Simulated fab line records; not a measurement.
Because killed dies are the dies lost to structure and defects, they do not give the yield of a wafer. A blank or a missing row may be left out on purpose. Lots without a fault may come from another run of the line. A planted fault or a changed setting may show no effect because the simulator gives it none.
Which of the tools did it? ; flow sky130 ; 11 lots, 33 wafers sampled, at 1 step of a route of 708

== WHAT THE GAUGES READ, wafer by wafer ==
SKY_VIA2_THK_MEAS_23: measures by xrf. Usual: VIA2_W_THK gives 421 nm (standard deviation 8.9).
lot;measured;on;VIA2_W_THK (nm);flag
L890;day 36 11:43;film_metro-01;411 412 420;
L891;day 36 13:44;film_metro-01;415 414 419;
L893;day 37 12:22;film_metro-01;405 413 407;
L894;day 37 21:19;film_metro-01;401 404 403;
L895;day 38 18:53;film_metro-01;410 402 396;
L901;day 40 04:52;film_metro-02;420 424 425;
L902;day 40 22:29;film_metro-04;424 426 424;
L904;day 41 02:50;film_metro-02;427 434 430;
L905;day 41 21:06;film_metro-04;438 430 431;
L907;day 41 22:25;film_metro-04;437 426 430;
L912;day 42 22:26;film_metro-04;432 433 436;

== WHAT TOOL EACH LOT RAN ON (gives the tool, then ch and the chambers of the sampled wafers, and finally the start) ==
There is no process step in the record ahead of these readings.

== WHAT THE TOOLS THEMSELVES READ (means of the sampled wafers that have a number; where no wafer has one, the mark that the record gives instead) ==
The record holds no such reading with a usual standard deviation.

== THE ANSWER, worked out from the rows above alone ==
Rule: lot off if the mean of its wafers having a number is beyond 3 standard deviations from the usual mean. A lot without any number at a reading at which 4 lots or more have one is off too. Where the step has rows for the other lots, those lots are counted as sound. Order of review: gauges by route order, followed by the tools' own readings, for which a lot's mean as printed above is used. The first step at which some lot is off is used, and at that step the reading that is off furthest; a lot without a number counts as furthest.
No lot is off at any reading shown: from this, nothing can be told.

== WHAT THE SIMULATOR PUT IN ==
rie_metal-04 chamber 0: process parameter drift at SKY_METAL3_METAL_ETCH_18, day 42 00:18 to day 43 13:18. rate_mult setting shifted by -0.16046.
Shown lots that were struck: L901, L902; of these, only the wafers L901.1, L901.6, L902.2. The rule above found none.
